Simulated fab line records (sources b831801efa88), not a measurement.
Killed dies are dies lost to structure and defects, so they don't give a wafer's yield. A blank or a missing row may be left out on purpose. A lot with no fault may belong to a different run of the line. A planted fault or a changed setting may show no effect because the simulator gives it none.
Split-lot study | flow sfq-line | 23 wafers read across 5 lots, on a route 325 steps long

## SPLIT DETAILS
At SFQ_TRILAYER_I7_DEP_PECVD_183 (deposits SiO2 from SiH4/N2O, time 111.11 s, target thk 500 nm), the setting time-s was moved away from the recipe's 111.11 s on 10 of the 23 wafers read, by -14.7% to +12.1%. All remaining wafers had this setting at the recipe value.

The reading is taken at the split's own step.

## THE READING
SiO2_of_TRILAYER_I7_DEP_PECVD_183.thk-nm (the simulator's own value, which no gauge read), in nm, at SFQ_TRILAYER_I7_DEP_PECVD_183 (deposits SiO2 from SiH4/N2O, time 111.11 s, target thk 500 nm). The file does not state a usual value for it. Here, 13 wafers ran the recipe; their average is 498.6 nm with a standard deviation of 5.2 nm.

wafer  | tool, chamber at the split | time-s as run, s | against the recipe | SiO2_of_TRILAYER_I7_DEP_PECVD_183.thk-nm, nm | against lot-mates on the recipe
L075.1 | pecvd-01, 2                | 94.78            | -14.7%             | 422.8                                        | -70.9
L075.2 | pecvd-01, 0                | 94.78            | -14.7%             | 427.1                                        | -66.6
L075.3 | pecvd-01, 1                | 111.11           | recipe             | 487.7                                        | -
L075.5 | pecvd-01, 2                | 111.11           | recipe             | 499.7                                        | -
L075.6 | pecvd-01, 1                | 94.78            | -14.7%             | 427.7                                        | -66.0
L077.1 | pecvd-04, 0                | 111.11           | recipe             | 492.9                                        | -
L077.2 | pecvd-04, 1                | 111.11           | recipe             | 495.9                                        | -
L077.4 | pecvd-04, 1                | 97.11            | -12.6%             | 439.7                                        | -57.9
L077.5 | pecvd-04, 0                | 97.11            | -12.6%             | 432                                          | -65.6
L077.6 | pecvd-04, 2                | 111.11           | recipe             | 503.9                                        | -
L079.2 | pecvd-04, 2                | 111.11           | recipe             | 498.2                                        | -
L079.4 | pecvd-04, 2                | 111.11           | recipe             | 503                                          | -
L079.5 | pecvd-04, 0                | 111.11           | recipe             | 507.6                                        | -
L083.1 | pecvd-04, 2                | 104.9            | -5.6%              | 472                                          | -25.8
L083.2 | pecvd-04, 0                | 111.11           | recipe             | 494.4                                        | -
L083.3 | pecvd-04, 2                | 104.9            | -5.6%              | 479.2                                        | -18.6
L083.4 | pecvd-04, 0                | 104.9            | -5.6%              | 471.4                                        | -26.4
L083.6 | pecvd-04, 2                | 111.11           | recipe             | 501.1                                        | -
L084.1 | pecvd-04, 2                | 111.11           | recipe             | 497.6                                        | -
L084.2 | pecvd-04, 0                | 111.11           | recipe             | 495.7                                        | -
L084.3 | pecvd-04, 0                | 111.11           | recipe             | 504.4                                        | -
L084.4 | pecvd-04, 2                | 124.5            | +12.1%             | 570.4                                        | +71.2
L084.5 | pecvd-04, 0                | 124.5            | +12.1%             | 566.3                                        | +67.1

FIT RESULTS
A straight line over all 23 wafers: SiO2_of_TRILAYER_I7_DEP_PECVD_183.thk-nm changes by +5.18 nm for each +1% of time-s; r = +0.99; the points scatter about the line by 5.2 nm.
The same after taking each lot's own level away (the mean of its wafers on the recipe; 23 wafers): +5 nm for each +1%; r = +0.99; scatter 5.1 nm.
Per that fit: largest time-s move, reading shift of 73 nm.
The span of the lots' own levels, 493.70 to 502.93 nm, comes to 1.8 times the standard deviation stated above.
The two slopes are in agreement: the lot-to-lot level therefore moves the slope only a little.
Check: -71.3 nm against its lot-mates is what the line predicts for one of the wafers moved furthest among these (-14.7%) when that wafer is left out of the fit. It came out at -70.9 nm against them.

## THESE WAFERS: OTHER SPLITS
Note: prior to the reading, these wafers also went through further splits. Each is held against what the fit with the lots' levels taken away leaves over:
other split on the same wafers                    | wafers away from the commonest value | r with SiO2_of_TRILAYER_I7_DEP_PECVD_183.thk-nm (lot level and that fit taken away)
SFQ_TRILAYER_I6_VIA_LITHO_COAT_174 spin-rpm       | 9                                    | +0.00
SFQ_TRILAYER_I6_VIA_BARC_OPEN_VIA_ETCH_235 bias-w | 10                                   | -0.25
SFQ_TRILAYER_M7_LITHO_COAT_182 resist-thk-nm      | 4                                    | -0.38
SFQ_TRILAYER_M7_LITHO_PEB_180 peb-time-s          | 8                                    | +0.07

## THE WHOLE CHAIN: every reading that the file lists as answering this split, in the file's order
step                          | what it does                                                  | reading                                                                                   | change (the file's fit)              | r (the file's)
SFQ_TRILAYER_I7_DEP_PECVD_183 | deposits SiO2 from SiH4/N2O, time 111.11 s, target thk 500 nm | SiO2_of_TRILAYER_I7_DEP_PECVD_183.thk-nm (the simulator's own value, which no gauge read) | +4.97 nm for each +1% of the setting | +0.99
SFQ_TRILAYER_I7_CMP_CMP_184   | polishes SiO2                                                 | time-to-endpoint-s                                                                        | withheld for each +1% of the setting | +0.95

## THE FILE'S OWN FIT
SiO2_of_TRILAYER_I7_DEP_PECVD_183.thk-nm changes by +4.97 nm for each +1% of time-s, r = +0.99.
